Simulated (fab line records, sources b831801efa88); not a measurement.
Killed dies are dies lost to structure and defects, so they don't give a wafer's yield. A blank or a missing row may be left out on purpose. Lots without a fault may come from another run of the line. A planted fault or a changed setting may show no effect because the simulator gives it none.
One fault seen from 2 desks | flow sfq_line | each desk has only its own numbers; what lay behind them comes last

THE METROLOGY DESK
What the gauges read, lot by lot, whatever tool the lot ran on: means of the sampled wafers that have a number. A lot is out of limits, marked OUT, if its mean lies more than 4 standard deviations from the usual mean; the brackets give that distance.
Columns: A = L0_MONX_KI_RS at SFQ_L0_RS_MEAS_901, usual 43.7 ohm/sq; B = L0_MONX_KI_THK at SFQ_L0_THK_MEAS_902, usual 39.3 nm
lot  | first seen here | A    | B
L941 | day 1 12:35     | 44.0 | 39.3
L943 | day 1 22:34     | 43.9 | 39.1
L950 | day 3 09:34     | 44.2 | 38.9
L951 | day 3 14:36     | 44.0 | 39.2
L952 | day 3 19:35     | 43.8 | 39.5
L953 | day 4 00:34     | 43.5 | 39.6
L954 | day 4 05:34     | 43.9 | 39.2
L956 | day 4 15:34     | 43.7 | 39.1
L957 | day 4 20:34     | 45.1 | 38.0
L958 | day 5 01:35     | 44.1 | 38.8
L959 | day 5 06:34     | 42.9 | 40.0
L960 | day 5 11:34     | 44.9 | 38.3
L961 | day 5 16:35     | 43.2 | 39.9
L962 | day 5 21:35     | 44.3 | 38.8
L963 | day 6 02:36     | 44.7 | 38.5
L964 | day 6 07:34     | 43.8 | 39.2
This desk's finding: nothing out of limits on any of the 16 lots.

THE TOOL OWNER'S DESK: pvd_sputter-05
The tool's own readings at SFQ_TRILAYER_L0_DEP_SPUTTER_003 (material MoNx KI, target thk 40 nm, time 100 s): means of the sampled wafers that have a number, for each lot that ran on this tool. A lot is out of limits, marked OUT, if its mean lies more than 4 standard deviations from the usual mean; the brackets give that distance.
Columns: A = base_pressure_pa at SFQ_TRILAYER_L0_DEP_SPUTTER_003, usual 1.33e-06 Pa; B = throttle_valve_pct at SFQ_TRILAYER_L0_DEP_SPUTTER_003, usual 29.6 %
lot  | first seen here | A        | B
L941 | day 1 12:29     | 1.26e-06 | 29.3
L943 | day 1 22:29     | 1.49e-06 | 29.1
L951 | day 3 14:29     | 1.33e-06 | 29.3
L952 | day 3 19:29     | 1.38e-06 | 28.7
L954 | day 4 05:29     | 1.30e-06 | 28.8
L956 | day 4 15:29     | 1.28e-06 | 29.8
L957 | day 4 20:29     | 1.23e-06 | 30.2
L960 | day 5 11:29     | 1.34e-06 | 29.4
L962 | day 5 21:29     | 1.35e-06 | 30.4
L963 | day 6 02:29     | 1.33e-06 | 29.4
This desk's finding: nothing out of limits on any of the 10 lots.

PUT TOGETHER
The metrology desk saw nothing out of limits.
The tool owner's desk saw nothing out of limits.

WHAT THE SIMULATOR HAD PUT IN
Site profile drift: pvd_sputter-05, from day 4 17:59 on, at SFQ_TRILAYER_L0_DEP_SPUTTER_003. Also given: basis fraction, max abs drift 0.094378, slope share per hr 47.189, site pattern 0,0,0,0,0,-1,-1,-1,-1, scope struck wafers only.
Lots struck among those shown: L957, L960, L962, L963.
